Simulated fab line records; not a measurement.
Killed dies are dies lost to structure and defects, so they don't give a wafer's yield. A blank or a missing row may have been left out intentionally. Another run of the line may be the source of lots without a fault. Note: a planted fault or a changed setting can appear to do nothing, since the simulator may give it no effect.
fab line records | flow sky130
[record] lots = 13 wafers = 39 last-day = 50
route steps=708 shown LI_CONTACT@383 LOCAL_INTERCONNECT@387 CONTACT@409 PAD_OPEN@708
lots that met no fault: taken from a fault-free run of the same line
start-h: start of the lot's first displayed wafer, in hours after the record's first day | wait-h: how many hours have passed since the lot's step before this one | " the same as in the row above | L1.1+2: several wafers, shown together as one row | - no value present, or no start provided | * or withheld: withheld | < > ~ a bound
route shown NAME@n: a module of which the file shows steps, and the number in the route of the first | usual: the fault-free wafers' mean and standard deviation | same: alike in all rows | chamber/n: place in a boat | sites: the reading at each site | _std_site: their standard deviation | _edge_site: the outer-site mean with the inner-site mean subtracted | radius-mm: how far each site lies from the wafer's centre | mask NAME#n: copy n | behind: tool/chamber where the wafer was last shaped | hold: cause of the lot's hold/its duration in hours/its outcome | device: whichever transistor did not switch (one of n, p or np) | end of line: the same wafers' tests at the end of the route | a step without rows: its recipe alone | killed: dies that structure and defects cost at the first sort, which is not the same as the wafer's yield | map: a wafer's dies, x killed, . not, _ none there
set.NAME: setting as actually run; set.NAME@STEP: the setting as run at that earlier step | model.NAME: the simulator's own value behind a step, which no gauge read
route steps across a sampled set of lots; one table per step, one row per wafer
services: the hour from which a tool's chamber was out of use, counted from the record's first day as start-h (under 0 if before that day), plus the number of hours and why
[[steps]]
[step SKY_LI_CONTACT_CVD_21]
[recipe] material = W target-thk-nm = 400 time-s = 120.56 temp-c = 400 pressure-torr = 40
[usual] heater-power-w = 841/91
// columns lot.wafer tool chamber start-h wait-h heater-power-w
L992.1 cvd-w-01 1 694.70 0.0 679
L992.2 " 0 " " 938
L992.6 " 0 " " 912
L993.1 cvd-w-01 1 702.07 0.0 687
L993.3 " 1 " " 663
L993.6 " 1 " " 676
L995.3 cvd-w-01 1 718.39 0.1 674
L995.5 " 1 " " 662
L995.6 " 0 " " 939
L996.1 cvd-w-01 0 736.69 0.0 909
L996.2 " 1 " " 667
L996.6 " 0 " " 946
L997.1 cvd-w-01 0 743.71 0.0 927
L997.4 " 1 " " 675
L997.6 " 1 " " 687
L998.1 cvd-w-02 0 751.90 0.0 807
L998.3 " 0 " " 825
L998.5 " 0 " " 807
L107.3 cvd-w-01 1 801.39 0.1 666
L107.4 " 0 " " 921
L107.6 " 1 " " 680
L108.2 cvd-w-01 1 814.43 0.0 702
L108.3 " 1 " " 688
L108.5 " 0 " " 945
L110.2 cvd-w-02 1 824.86 0.1 916
L110.5 " 1 " " 880
L110.6 " 1 " " 899
L111.1 cvd-w-01 1 831.71 0.0 674
L111.2 " 0 " " 942
L111.4 " 0 " " 940
L112.2 cvd-w-02 0 837.90 0.0 837
L112.3 " 1 " " 901
L112.6 " 0 " " 848
L113.3 cvd-w-02 0 843.62 0.1 821
L113.4 " 1 " " 895
L113.5 " 1 " " 903
L114.1 cvd-w-02 1 852.30 0.0 901
L114.2 " 0 " " 803
L114.4 " 1 " " 919
[step SKY_LOCAL_INTERCONNECT_SPUTTER_00]
[recipe] material = TiN target-thk-nm = 100 temp-c = 300 power-w = 6500 time-s = 83.3 chamber-pressure-pa = 0.4
[usual] throttle-valve-pct = 29.6/0.99
// columns lot.wafer tool chamber start-h wait-h throttle-valve-pct
L992.1 pvd-sputter-02 - 695.31 0.1 30.0
L992.2 " - " " 29.8
L992.6 " - " " 30.1
L993.1 pvd-sputter-02 - 702.68 0.1 29.9
L993.3 " - " " 30.9
L993.6 " - " " 29.8
L995.3 pvd-sputter-02 - 718.96 0.2 30.9
L995.5 " - " " 31.2
L995.6 " - " " 30.0
L996.1 pvd-sputter-02 - 737.29 0.2 30.1
L996.2 " - " " 31.1
L996.6 " - " " 30.0
L997.1 pvd-sputter-02 - 744.31 0.1 30.1
L997.4 " - " " 29.7
L997.6 " - " " 29.7
L998.1 pvd-sputter-01 - 752.51 0.1 28.0
L998.3 " - " " 30.2
L998.5 " - " " 28.3
L107.3 pvd-sputter-03 - 801.95 0.1 28.1
L107.4 " - " " 30.7
L107.6 " - " " 28.0
L108.2 pvd-sputter-01 - 815.04 0.2 28.4
L108.3 " - " " 30.2
L108.5 " - " " 30.1
L110.2 pvd-sputter-01 - 825.94 0.2 30.3
L110.5 " - " " 30.0
L110.6 " - " " 28.0
L111.1 pvd-sputter-02 - 832.31 0.2 30.0
L111.2 " - " " 30.8
L111.4 " - " " 29.7
L112.2 pvd-sputter-03 - 838.51 0.1 29.0
L112.3 " - " " 28.8
L112.6 " - " " 30.4
L113.3 pvd-sputter-02 - 844.18 0.1 29.7
L113.4 " - " " 30.1
L113.5 " - " " 29.7
L114.1 pvd-sputter-02 - 852.91 0.2 29.9
L114.2 " - " " 30.9
L114.4 " - " " 30.4
[step SKY_CONTACT_THK_MEAS_03]
[recipe] reads = SiO2_of_CONTACT_HDPCVD_02
[usual] CONTACT_HDPCVD_THK = 561/6.2
// columns lot.wafer tool chamber start-h wait-h CONTACT_HDPCVD_THK[nm]
L992.1 film-metro-03 - 724.86 0.0 554
L992.2 " - " " 564
L992.6 " - " " 550
L993.1 film-metro-03 - 732.55 0.0 554
L993.3 " - " " 565
L993.6 " - " " 554
L995.3 film-metro-03 - 747.11 0.1 558
L995.5 " - " " 552
L995.6 " - " " 564
L996.1 film-metro-02 - 766.37 0.0 568
L996.2 " - " " 561
L996.6 " - " " 569
L997.1 film-metro-01 - 772.97 0.0 568
L997.4 " - " " 569
L997.6 " - " " 576
L998.1 film-metro-01 - 780.91 0.0 564
L998.3 " - " " 566
L998.5 " - " " 557
L107.3 film-metro-01 - 830.31 0.1 569
L107.4 " - " " 566
L107.6 " - " " 553
L108.2 film-metro-01 - 843.03 0.0 569
L108.3 " - " " 560
L108.5 " - " " 556
L110.2 film-metro-01 - 854.49 0.0 548
L110.5 " - " " 554
L110.6 " - " " 550
L111.1 film-metro-03 - 860.77 0.0 556
L111.2 " - " " 561
L111.4 " - " " 557
L112.2 film-metro-01 - 866.95 0.0 568
L112.3 " - " " 560
L112.6 " - " " 563
L113.3 film-metro-02 - 871.80 0.1 570
L113.4 " - " " 559
L113.5 " - " " 568
L114.1 film-metro-01 - 881.19 0.1 559
L114.2 " - " " 559
L114.4 " - " " 558
[step SKY_CONTACT_CMP_04]
[recipe] material = SiO2 down-force-psi = 4 platen-rpm = 60 pad-velocity-m-s = 0.94248
[usual] motor-current-A = 11.8/0.62 time-to-endpoint-s = 80/3.5
// columns lot.wafer tool chamber start-h wait-h motor-current-A time-to-endpoint-s
L992.2 cmp-02 0 724.97 0.1 11.7 79
L992.1 " 1 " " 11.2 73
L992.6 " 0 " " 12.2 74
L993.3 cmp-02 2 732.66 0.1 12.7 81
L993.1 " 3 " " 12.2 79
L993.6 " 1 " " 12.2 78
L995.3 cmp-01 1 747.20 0.1 11.4 81
L995.5 " 0 " " 10.4 78
L995.6 " 1 " " 10.4 82
L996.2 cmp-02 1 766.48 0.1 12.6 79
L996.1 " 2 " " 12.4 78
L996.6 " 0 " " 12.0 80
L997.4 cmp-01 2 773.08 0.1 11.7 79
L997.1 " 0 " " 10.1 81
L997.6 " 2 " " 11.3 80
L998.3 cmp-01 2 780.97 0.0 11.3 80
L998.1 " 3 " " 13.1 73
L998.5 " 2 " " 11.8 75
L107.4 cmp-01 2 830.40 0.1 11.7 106
L107.3 " 3 " " 12.5 107
L107.6 " 1 " " 10.7 100
L108.3 cmp-01 2 843.08 0.0 11.9 103
L108.2 " 3 " " 12.0 107
L108.5 " 3 " " 12.8 101
L110.2 cmp-02 3 854.69 0.2 12.1 79
L110.5 " 0 " " 12.2 82
L110.6 " 1 " " 11.9 77
L111.2 cmp-02 3 860.87 0.1 12.1 82
L111.4 " 1 " " 11.9 78
L111.1 " 2 " " 12.1 75
L112.3 cmp-02 3 867.00 0.0 11.9 78
L112.2 " 0 " " 12.6 82
L112.6 " 3 " " 11.7 79
L113.4 cmp-02 1 871.84 0.0 11.5 76
L113.3 " 2 " " 12.0 80
L113.5 " 2 " " 13.0 82
L114.2 cmp-02 0 881.25 0.0 11.6 80
L114.1 " 1 " " 11.7 76
L114.4 " 3 " " 12.5 77
[step SKY_CONTACT_ETCH_17]
[recipe] target = SiO2 chemistry = C4F8/O2/Ar stop-on = Si3N4 mask-material = KrF-thick source-w = 1500 bias-w = 1200 pressure-mtorr = 40 c4f8-flow-sccm = withheld O2_flow_sccm = 6 Ar_flow_sccm = 300 time-s = withheld target-depth-a = 3400
[usual] oes-product-au = 0.892/0.0055
// columns lot.wafer tool chamber start-h wait-h oes-product-au
L992.1 rie-diel-01 3 752.64 0.0 0.888
L992.2 " 1 " " 0.884
L992.6 " 3 " " 0.898
L993.1 rie-diel-02 2 761.29 0.0 0.888
L993.3 " 3 " " 0.893
L993.6 " 1 " " 0.885
L995.3 rie-diel-01 2 774.91 0.0 0.897
L995.5 " 3 " " 0.894
L995.6 " 2 " " 0.898
L996.1 rie-diel-01 3 794.34 0.0 0.887
L996.2 " 2 " " 0.895
L996.6 " 1 " " 0.891
L997.1 rie-diel-01 3 800.29 0.0 0.896
L997.4 " 2 " " 0.891
L997.6 " 3 " " 0.894
L998.1 rie-diel-01 2 808.49 0.0 0.901
L998.3 " 1 " " 0.892
L998.5 " 2 " " 0.898
L107.3 rie-diel-04 0 858.31 0.0 0.994
L107.4 " 2 " " 1.002
L107.6 " 2 " " 1.000
L108.2 rie-diel-04 0 870.29 0.0 0.994
L108.3 " 1 " " 0.997
L108.5 " 3 " " 0.973
L110.2 rie-diel-02 0 882.34 0.0 0.898
L110.5 " 3 " " 0.893
L110.6 " 0 " " 0.895
L111.1 rie-diel-04 3 887.74 0.0 0.889
L111.2 " 0 " " 0.885
L111.4 " 1 " " 0.889
L112.2 rie-diel-04 3 893.69 0.0 0.901
L112.3 " 1 " " 0.892
L112.6 " 2 " " 0.897
L113.3 rie-diel-04 2 899.49 0.0 0.889
L113.4 " 1 " " 0.893
L113.5 " 1 " " 0.902
L114.1 rie-diel-01 3 908.24 0.0 0.885
L114.2 " 1 " " 0.896
L114.4 " 2 " " 0.888
[step SKY_PAD_OPEN_PROBE_99]
[usual] killed_at_M0_to_M3 = 42/6.7 killed_at_M4_up = 3.0/1.9 killed-at-contacts = 24/5.3 killed-at-front-end = 16/4.3 killed-at-other = 0.4/0.71 killed-dies = 85/9.6 killed-on-rim = 17/3.7 killed-open = 46/6.5 killed-short = 39/6.7
[same] gross-dies = 492 killed-at-back-side = 0
// columns lot.wafer tool chamber start-h wait-h killed_at_M0_to_M3 killed_at_M4_up killed-at-contacts killed-at-front-end killed-at-other killed-dies killed-on-rim killed-open killed-short
L992.1 prober-02 - 1098.05 0.1 45 0 24 12 2 83 16 45 36
L992.2 prober-02 - 1098.10 0.1 43 5 33 21 2 104 17 52 50
L992.6 prober-02 - 1098.30 0.2 37 0 20 21 3 81 17 44 35
L993.1 prober-01 - 1106.04 0.1 40 5 25 11 1 82 16 44 38
L993.3 prober-01 - 1106.14 0.2 43 4 31 15 0 93 22 52 41
L993.6 prober-01 - 1106.29 0.2 41 5 28 18 1 93 22 39 54
L995.3 prober-01 - 1117.25 0.2 54 5 21 15 0 95 21 47 48
L995.5 prober-01 - 1117.35 0.2 28 3 29 17 1 78 18 39 39
L995.6 prober-01 - 1117.40 0.2 36 0 22 22 0 80 21 45 35
L996.1 prober-02 - 1130.39 0.1 46 4 27 15 0 92 23 42 50
L996.2 prober-02 - 1130.44 0.1 35 0 19 24 0 78 17 41 37
L996.6 prober-02 - 1130.64 0.2 43 2 35 17 0 97 21 64 33
L997.1 prober-01 - 1135.01 0.1 48 1 17 16 0 82 18 42 40
L997.4 prober-01 - 1135.16 0.2 46 2 17 21 0 86 16 43 43
L997.6 prober-01 - 1135.26 0.2 40 2 27 12 0 81 16 42 39
L998.1 prober-02 - 1141.51 0.1 43 4 32 15 0 94 23 44 50
L998.3 prober-02 - 1141.61 0.2 44 3 22 7 0 76 14 41 35
L998.5 prober-02 - 1141.71 0.2 43 5 33 12 1 94 21 44 50
L107.3 prober-01 - 1178.64 0.2 30 0 104 19 0 153 13 39 28
L107.4 prober-01 - 1178.69 0.2 34 1 125 13 1 174 52 39 30
L107.6 prober-01 - 1178.79 0.2 38 3 76 13 1 131 36 49 38
L108.2 prober-02 - 1183.55 0.1 56 5 193 22 0 276 38 56 53
L108.3 prober-02 - 1183.60 0.2 50 5 188 24 0 267 25 62 49
L108.5 prober-02 - 1183.70 0.2 51 8 313 12 0 384 85 58 56
L110.2 prober-02 - 1194.02 0.1 47 1 19 11 1 79 17 52 27
L110.5 prober-02 - 1194.17 0.2 47 2 29 15 0 93 16 57 36
L110.6 prober-02 - 1194.22 0.2 40 5 23 16 0 84 22 50 33
L111.1 prober-01 - 1196.41 0.1 49 2 26 8 1 86 23 40 45
L111.2 prober-01 - 1196.46 0.1 38 1 22 18 0 79 16 46 33
L111.4 prober-01 - 1196.56 0.2 42 2 22 8 1 75 11 41 34
L112.2 prober-02 - 1198.05 0.1 47 3 24 14 0 88 22 53 33
L112.3 prober-02 - 1198.10 0.2 32 2 25 26 0 85 17 51 33
L112.6 prober-02 - 1198.25 0.2 52 1 25 24 0 102 13 47 55
L113.3 prober-01 - 1202.36 0.2 39 1 19 12 1 72 11 42 30
L113.4 prober-01 - 1202.41 0.2 49 7 19 14 0 89 19 50 39
L113.5 prober-01 - 1202.46 0.2 36 5 26 11 0 78 11 40 38
L114.1 prober-02 - 1208.72 0.1 36 1 19 19 0 75 11 39 36
L114.2 prober-02 - 1208.77 0.1 36 1 15 14 0 66 15 39 27
L114.4 prober-02 - 1208.87 0.2 37 3 20 13 1 74 13 46 28
// killed by level:class
L992.1 VIA1:geometric-particle:open=13 CONTACT:geometric-particle:open=8 CONTACT:geometric-particle:short=8 VIA3:geometric-particle:open=7 FIELD_ISO:geometric-particle:open=6 VIA2:geometric-particle:open=5 LI_CONTACT:geometric-particle:short=4 VIA1:geometric-particle:short=4
L992.2 CONTACT:geometric-particle:open=13 METAL1:geometric-particle:short=8 LI_CONTACT:geometric-particle:open=7 FIELD_ISO:geometric-particle:open=6 VIA2:geometric-particle:open=6 FIELD_ISO:geometric-particle:short=5 LOCAL_INTERCONNECT:geometric-particle:short=5 CONTACT:geometric-particle:short=5
L992.6 VIA1:geometric-particle:open=10 CONTACT:geometric-particle:open=7 VIA3:geometric-particle:open=6 VIA2:geometric-particle:short=6 FIELD_ISO:geometric-particle:short=5 METAL1:geometric-particle:short=5 LI_CONTACT:geometric-particle:open=5 POLY_GATE:geometric-particle:short=4
L993.1 LI_CONTACT:geometric-particle:open=8 VIA2:geometric-particle:open=8 VIA1:geometric-particle:open=7 VIA3:geometric-particle:open=6 CONTACT:geometric-particle:open=6 VIA1:geometric-particle:short=5 POLY_GATE:geometric-particle:open=5 METAL2:geometric-particle:short=5
L993.3 CONTACT:geometric-particle:open=12 VIA1:geometric-particle:open=11 LI_CONTACT:geometric-particle:open=10 VIA2:geometric-particle:open=7 VIA1:geometric-particle:short=6 FIELD_ISO:geometric-particle:short=5 CONTACT:geometric-particle:short=5 VIA3:geometric-particle:open=5
L993.6 VIA1:geometric-particle:open=10 CONTACT:geometric-particle:open=7 LOCAL_INTERCONNECT:geometric-particle:short=6 FIELD_ISO:geometric-particle:open=5 CONTACT:geometric-particle:short=5 LI_CONTACT:geometric-particle:open=5 VIA1:geometric-particle:short=5 METAL1:geometric-particle:short=5
L995.3 VIA2:geometric-particle:open=12 METAL2:geometric-particle:short=8 CONTACT:geometric-particle:open=8 VIA1:geometric-particle:open=8 VIA1:geometric-particle:short=6 METAL1:geometric-particle:short=5 LI_CONTACT:geometric-particle:open=5 FIELD_ISO:geometric-particle:short=4
L995.5 LI_CONTACT:geometric-particle:open=10 CONTACT:geometric-particle:open=8 CONTACT:geometric-particle:short=6 VIA1:geometric-particle:open=5 LI_CONTACT:geometric-particle:short=5 METAL1:geometric-particle:short=5 METAL2:geometric-particle:short=5 POLY_GATE:geometric-particle:open=4
L995.6 METAL2:geometric-particle:short=11 CONTACT:geometric-particle:open=9 FIELD_ISO:geometric-particle:open=8 VIA1:geometric-particle:open=8 LI_CONTACT:geometric-particle:open=6 POLY_GATE:geometric-particle:short=4 LOCAL_INTERCONNECT:geometric-particle:short=4 METAL1:geometric-particle:short=4
L996.1 VIA1:geometric-particle:open=10 CONTACT:geometric-particle:open=9 METAL1:geometric-particle:short=7 CONTACT:geometric-particle:short=7 METAL2:geometric-particle:short=7 VIA3:geometric-particle:open=6 LI_CONTACT:geometric-particle:open=5 VIA1:geometric-particle:short=5
L996.2 VIA1:geometric-particle:open=8 CONTACT:geometric-particle:open=7 FIELD_ISO:geometric-particle:short=6 FIELD_ISO:geometric-particle:open=5 POLY_GATE:geometric-particle:short=4 SPACER:geometric-particle:open=4 CONTACT:geometric-particle:short=4 METAL1:geometric-particle:short=4
L996.6 CONTACT:geometric-particle:open=15 VIA1:geometric-particle:open=11 VIA2:geometric-particle:open=10 POLY_GATE:geometric-particle:open=8 LI_CONTACT:geometric-particle:open=8 VIA3:geometric-particle:short=5 FIELD_ISO:geometric-particle:short=4 CONTACT:geometric-particle:short=4
L997.1 VIA1:geometric-particle:open=10 METAL1:geometric-particle:short=8 VIA3:geometric-particle:open=7 VIA2:geometric-particle:open=6 METAL2:geometric-particle:short=6 LI_CONTACT:geometric-particle:open=5 POLY_GATE:geometric-particle:short=4 VIA1:geometric-particle:short=4
L997.4 VIA1:geometric-particle:open=11 METAL2:geometric-particle:short=7 VIA1:geometric-particle:short=7 CONTACT:geometric-particle:open=6 VIA2:geometric-particle:open=6 POLY_GATE:geometric-particle:short=5 LI_CONTACT:geometric-particle:open=4 METAL1:geometric-particle:short=4
L997.6 LI_CONTACT:geometric-particle:open=12 CONTACT:geometric-particle:open=8 VIA1:geometric-particle:open=7 VIA1:geometric-particle:short=6 METAL2:geometric-particle:short=6 VIA3:geometric-particle:short=6 VIA2:geometric-particle:short=4 VIA2:geometric-particle:open=4
L998.1 LI_CONTACT:geometric-particle:open=13 LOCAL_INTERCONNECT:geometric-particle:short=10 VIA2:geometric-particle:open=8 VIA1:geometric-particle:open=7 METAL1:geometric-particle:short=7 VIA2:geometric-particle:short=7 METAL2:geometric-particle:short=5 FIELD_ISO:geometric-particle:open=3
L998.3 CONTACT:geometric-particle:open=10 VIA3:geometric-particle:open=8 METAL1:geometric-particle:short=7 METAL2:geometric-particle:short=6 VIA1:geometric-particle:open=6 LI_CONTACT:geometric-particle:open=4 VIA1:geometric-particle:short=4 VIA2:geometric-particle:open=4
L998.5 VIA1:geometric-particle:open=10 LI_CONTACT:geometric-particle:short=9 CONTACT:geometric-particle:open=8 LI_CONTACT:geometric-particle:open=7 METAL1:geometric-particle:short=7 VIA1:geometric-particle:short=7 LOCAL_INTERCONNECT:geometric-particle:short=6 FIELD_ISO:geometric-particle:short=5
L107.3 CONTACT:area-cmp=86 METAL1:geometric-particle:short=7 POLY_GATE:geometric-particle:open=6 LI_CONTACT:geometric-particle:open=6 CONTACT:geometric-particle:open=6 VIA1:geometric-particle:short=5 VIA2:geometric-particle:open=5 FIELD_ISO:geometric-particle:open=4
L107.4 CONTACT:area-cmp=104 VIA1:geometric-particle:open=9 CONTACT:geometric-particle:open=6 CONTACT:geometric-particle:short=6 VIA1:geometric-particle:short=6 FIELD_ISO:geometric-particle:open=5 LI_CONTACT:geometric-particle:open=5 FIELD_ISO:geometric-particle:short=4
L107.6 CONTACT:area-cmp=44 LI_CONTACT:geometric-particle:open=12 VIA1:geometric-particle:open=10 CONTACT:geometric-particle:open=8 VIA2:geometric-particle:open=7 LOCAL_INTERCONNECT:geometric-particle:short=6 METAL1:geometric-particle:short=5 POLY_GATE:geometric-particle:open=4
L108.2 CONTACT:area-cmp=167 VIA1:geometric-particle:open=18 FIELD_ISO:geometric-particle:short=9 VIA3:geometric-particle:open=9 CONTACT:geometric-particle:open=9 VIA2:geometric-particle:open=7 LI_CONTACT:geometric-particle:short=6 CONTACT:geometric-particle:short=5
L108.3 CONTACT:area-cmp=156 VIA1:geometric-particle:open=13 CONTACT:geometric-particle:open=12 VIA3:geometric-particle:open=12 METAL1:geometric-particle:short=7 FIELD_ISO:geometric-particle:short=6 FIELD_ISO:geometric-particle:open=6 LOCAL_INTERCONNECT:geometric-particle:short=6
L108.5 CONTACT:area-cmp=270 CONTACT:geometric-particle:open=21 METAL1:geometric-particle:short=11 VIA1:geometric-particle:open=10 LOCAL_INTERCONNECT:geometric-particle:short=8 METAL4:geometric-particle:short=7 VIA3:geometric-particle:open=6 LI_CONTACT:geometric-particle:open=5
L110.2 VIA1:geometric-particle:open=17 CONTACT:geometric-particle:open=10 VIA2:geometric-particle:open=8 LI_CONTACT:geometric-particle:open=6 VIA3:geometric-particle:short=6 METAL1:geometric-particle:short=5 FIELD_ISO:geometric-particle:open=3 METAL2:geometric-particle:short=3
L110.5 CONTACT:geometric-particle:open=14 VIA1:geometric-particle:open=10 LI_CONTACT:geometric-particle:open=9 VIA2:geometric-particle:open=8 VIA3:geometric-particle:open=6 VIA3:geometric-particle:short=4 VIA1:geometric-particle:short=4 METAL2:geometric-particle:short=4
L110.6 VIA1:geometric-particle:open=13 LI_CONTACT:geometric-particle:open=9 CONTACT:geometric-particle:open=8 VIA2:geometric-particle:open=6 VIA3:geometric-particle:open=5 FIELD_ISO:geometric-particle:open=4 FIELD_ISO:geometric-particle:short=4 VIA2:geometric-particle:short=4
L111.1 VIA1:geometric-particle:open=13 LOCAL_INTERCONNECT:geometric-particle:short=7 VIA1:geometric-particle:short=7 METAL2:geometric-particle:short=7 LI_CONTACT:geometric-particle:open=6 CONTACT:geometric-particle:short=6 CONTACT:geometric-particle:open=6 VIA3:geometric-particle:open=6
L111.2 CONTACT:geometric-particle:open=12 FIELD_ISO:geometric-particle:open=7 VIA2:geometric-particle:open=6 VIA1:geometric-particle:short=6 FIELD_ISO:geometric-particle:short=5 LI_CONTACT:geometric-particle:open=5 VIA3:geometric-particle:open=5 SPACER:geometric-particle:short=4
L111.4 VIA3:geometric-particle:open=9 CONTACT:geometric-particle:open=8 VIA1:geometric-particle:short=8 VIA1:geometric-particle:open=6 VIA2:geometric-particle:open=6 LI_CONTACT:geometric-particle:open=5 CONTACT:geometric-particle:short=5 FIELD_ISO:geometric-particle:open=4
L112.2 VIA1:geometric-particle:open=13 LI_CONTACT:geometric-particle:open=10 CONTACT:geometric-particle:open=9 POLY_GATE:geometric-particle:short=8 VIA2:geometric-particle:open=8 VIA1:geometric-particle:short=5 VIA3:geometric-particle:open=5 METAL1:geometric-particle:short=4
L112.3 VIA1:geometric-particle:open=13 POLY_GATE:geometric-particle:open=11 CONTACT:geometric-particle:open=9 CONTACT:geometric-particle:short=7 LI_CONTACT:geometric-particle:open=6 VIA2:geometric-particle:open=5 FIELD_ISO:geometric-particle:short=4 POLY_GATE:geometric-particle:short=4
L112.6 METAL1:geometric-particle:short=11 VIA3:geometric-particle:open=8 CONTACT:geometric-particle:open=7 VIA1:geometric-particle:short=7 VIA1:geometric-particle:open=7 POLY_GATE:geometric-particle:short=6 LI_CONTACT:geometric-particle:short=6 FIELD_ISO:geometric-particle:short=5
L113.3 VIA1:geometric-particle:open=9 VIA3:geometric-particle:open=8 VIA2:geometric-particle:open=7 FIELD_ISO:geometric-particle:short=6 CONTACT:geometric-particle:open=6 LOCAL_INTERCONNECT:geometric-particle:short=4 VIA1:geometric-particle:short=4 LI_CONTACT:geometric-particle:short=3
L113.4 VIA3:geometric-particle:open=10 VIA1:geometric-particle:open=9 CONTACT:geometric-particle:open=8 METAL3:geometric-particle:short=7 VIA3:geometric-particle:short=7 VIA2:geometric-particle:open=5 SPACER:geometric-particle:short=4 SPACER:geometric-particle:open=3
L113.5 VIA1:geometric-particle:open=12 CONTACT:geometric-particle:open=9 LI_CONTACT:geometric-particle:short=7 METAL1:geometric-particle:short=5 CONTACT:geometric-particle:short=4 VIA2:geometric-particle:short=4 VIA2:geometric-particle:open=3 LI_CONTACT:geometric-particle:open=3
L114.1 VIA1:geometric-particle:open=10 FIELD_ISO:geometric-particle:short=7 VIA2:geometric-particle:open=7 CONTACT:geometric-particle:open=6 FIELD_ISO:geometric-particle:open=5 LI_CONTACT:geometric-particle:short=4 LOCAL_INTERCONNECT:geometric-particle:short=4 VIA1:geometric-particle:short=4
L114.2 VIA1:geometric-particle:open=8 VIA1:geometric-particle:short=8 LI_CONTACT:geometric-particle:open=6 FIELD_ISO:geometric-particle:open=4 METAL1:geometric-particle:short=4 VIA2:geometric-particle:open=3 POLY_GATE:geometric-particle:short=3 POLY_GATE:geometric-particle:open=3
L114.4 VIA3:geometric-particle:open=9 CONTACT:geometric-particle:open=9 FIELD_ISO:geometric-particle:open=5 LI_CONTACT:geometric-particle:open=5 METAL1:geometric-particle:short=5 METAL1:geometric-particle:open=4 VIA1:geometric-particle:open=4 VIA2:geometric-particle:open=4
[[services]]
// columns tool chamber start-h hours kind
cvd-w-02 - 678.06 11.7 repair
cvd-w-01 - 684.52 4.3 repair
cmp-01 - 686.30 4.0 pm
cmp-02 - 711.32 4.3 repair
rie-diel-01 - 729.33 0.5 repair
rie-diel-04 2 733.31 4.0 repair
cmp-02 - 744.00 4.0 pm
cmp-01 - 759.02 2.1 repair
rie-diel-04 - 769.43 0.6 repair
cmp-01 - 784.23 1.7 repair
rie-diel-01 - 795.44 0.2 repair
rie-diel-01 2 797.60 1.7 repair
cvd-w-02 - 816.58 3.8 pm
cmp-02 - 817.50 8.1 pm
cmp-01 - 819.18 3.8 repair
cvd-w-01 - 823.92 6.9 pm
cvd-w-02 0 824.18 11.1 repair
cmp-01 - 836.62 0.8 repair
cmp-01 - 856.57 7.6 pm
cvd-w-01 - 856.87 0.8 repair
rie-diel-01 2 874.73 5.6 repair
pvd-sputter-02 - 887.82 1.0 repair
cmp-02 - 894.23 13.3 pm
cvd-w-01 - 894.86 2.2 repair
[[key]]
[first-sign] step = SKY_CONTACT_CMP_04 reading = time-to-endpoint-s direction = up sigmas = 7.1 usual = * struck = *
[effect] step = SKY_CONTACT_ETCH_17 reading = oes-product-au direction = up sigmas = 19 usual = 0.892 struck = 0.993
[effect] step = SKY_PAD_OPEN_PROBE_99 reading = killed-at-contacts direction = up sigmas = 27 usual = 24 struck = 166
[more-kills-born-at] SKY_CONTACT_CMP_04@cmp-01 = 827
met-at SKY_CONTACT_CMP_04
struck-lots L107,L108
later-rows-left-out L108.5
tester-left-out L107,L108
not-acting-at SKY_LI_CONTACT_CVD_21,SKY_LOCAL_INTERCONNECT_SPUTTER_00,SKY_CONTACT_THK_MEAS_03
onset-between 780.97 830.40
[fault] kind = process-parameter-drift tool = cmp-01 chamber = - onset-h = 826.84 steps = SKY_CONTACT_CMP_04 channel = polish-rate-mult offset = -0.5 shape = step end-h = 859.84
// tester-left-out: of these lots the tester's yield and bins aren't shown, on N5 and GAA mostly nor the transistor test; their killed dies are dies lost to structure and defects alone, not to doping, threshold or leakage, so they don't give the yield
// later-rows-left-out: the simulator's readings of these wafers behind a module that went badly wrong aren't trusted and aren't shown, but for the sort
